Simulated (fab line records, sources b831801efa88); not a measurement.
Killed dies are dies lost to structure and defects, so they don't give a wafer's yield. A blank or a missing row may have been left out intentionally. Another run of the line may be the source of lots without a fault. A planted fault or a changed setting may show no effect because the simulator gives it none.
Which tool was responsible? | flow gf180mcu | 13 lots, 39 wafers sampled, at 3 steps of a route of 602

== WHAT THE GAUGES SHOWED, per wafer ==
GF_V5_BOW_MEAS_05. Usual: for V5_BOW the level is 134 um and the standard deviation is 9.5.
lot  | measured     | on            | V5_BOW (um) | flag
L101 | day 26 05:54 | film-metro-01 | 155 159 148 |
L102 | day 26 16:19 | film-metro-01 | 136 134 124 |
L103 | day 27 03:28 | film-metro-02 | 137 125 137 |
L104 | day 27 07:33 | film-metro-01 | 132 126 132 |
L106 | day 28 00:23 | film-metro-01 | 130 126 136 |
L107 | day 28 02:16 | film-metro-02 | 134 121 115 |
L108 | day 28 18:02 | film-metro-02 | 150 133 138 |
L109 | day 28 20:40 | film-metro-01 | 140 123 133 |
L110 | day 29 03:35 | film-metro-02 | 135 120 153 |
L112 | day 29 22:31 | film-metro-01 | 133 136 136 |
L115 | day 30 16:22 | film-metro-02 | 136 136 148 |
L121 | day 32 04:56 | film-metro-02 | 145 131 130 |
L124 | day 33 03:45 | film-metro-03 | 136 137 137 |

GF_V5_CD_MEAS_14: target cd 260 nm. Usual: cd-nm 260.1 nm, standard deviation 1.2.
lot  | measured     | on        | cd-nm (nm)        | flag
L101 | day 27 02:31 | cd-sem-01 | 261.0 261.2 262.0 |
L102 | day 27 12:58 | cd-sem-01 | 260.6 259.6 259.2 |
L103 | day 27 23:41 | cd-sem-02 | 260.9 261.0 260.7 |
L104 | day 28 03:23 | cd-sem-01 | 259.9 260.8 260.1 |
L106 | day 28 20:04 | cd-sem-01 | 259.5 258.6 258.5 |
L107 | day 28 21:40 | cd-sem-02 | 261.5 262.8 262.2 |
L108 | day 29 13:04 | cd-sem-01 | 259.1 258.0 258.1 |
L109 | day 29 16:13 | cd-sem-02 | 260.8 260.7 260.5 |
L110 | day 29 22:08 | cd-sem-02 | 258.2 259.9 259.2 |
L112 | day 30 16:46 | cd-sem-01 | 261.2 261.9 260.7 |
L115 | day 31 09:52 | cd-sem-01 | 261.2 261.0 261.6 |
L121 | day 32 20:43 | cd-sem-01 | 257.4 259.1 258.3 |
L124 | day 33 19:22 | cd-sem-01 | 259.7 259.9 260.2 |

GF_V5_THK_MEAS_25: measures by xrf. Usual: for V5_W_THK the level is 358 nm and the standard deviation is 4.8.
lot  | measured     | on            | V5_W_THK (nm) | flag
L101 | day 27 03:44 | film-metro-02 | 358 351 356   |
L102 | day 27 14:10 | film-metro-02 | 354 365 364   |
L103 | day 28 00:50 | film-metro-02 | 358 365 357   |
L104 | day 28 04:34 | film-metro-02 | 361 361 353   |
L106 | day 28 21:22 | film-metro-01 | 362 359 357   |
L107 | day 28 23:17 | film-metro-02 | 357 358 361   |
L108 | day 29 14:17 | film-metro-01 | 362 359 357   |
L109 | day 29 17:44 | film-metro-01 | 347 348 351   |
L110 | day 29 23:24 | film-metro-01 | 362 365 359   |
L112 | day 30 17:58 | film-metro-03 | 358 361 355   |
L115 | day 31 11:01 | film-metro-02 | 355 358 354   |
L121 | day 32 21:55 | film-metro-01 | 355 347 361   |
L124 | day 33 20:31 | film-metro-01 | 367 366 361   |

== EACH LOT AND THE TOOL THAT RAN IT (in order: tool; ch and the chambers of the sampled wafers; start) ==
Before these readings, the record contains no process step.

== WHAT THE TOOLS THEMSELVES READ (means of the sampled wafers that have a number; where no wafer has one, the mark that the record gives instead) ==
The record holds no such reading with a usual standard deviation.

== THE ANSWER, worked out from the rows above alone ==
Rule: take the mean of a lot's wafers that have a number; if it is more than 3 standard deviations from the usual mean, the lot is off. Also off: a lot with no number at a reading for which 4 or more lots have one. Where the step has rows for the other lots, those lots are counted as sound. The gauges are gone through in route order, then the tools' own readings, and for those a lot's mean is taken as printed above. The first step at which some lot is off is used, and at that step the reading that is off furthest; a lot without a number counts as furthest.
No lot is off at any reading shown: from this, nothing can be told.

== WHAT THE SIMULATOR HAD PUT IN ==
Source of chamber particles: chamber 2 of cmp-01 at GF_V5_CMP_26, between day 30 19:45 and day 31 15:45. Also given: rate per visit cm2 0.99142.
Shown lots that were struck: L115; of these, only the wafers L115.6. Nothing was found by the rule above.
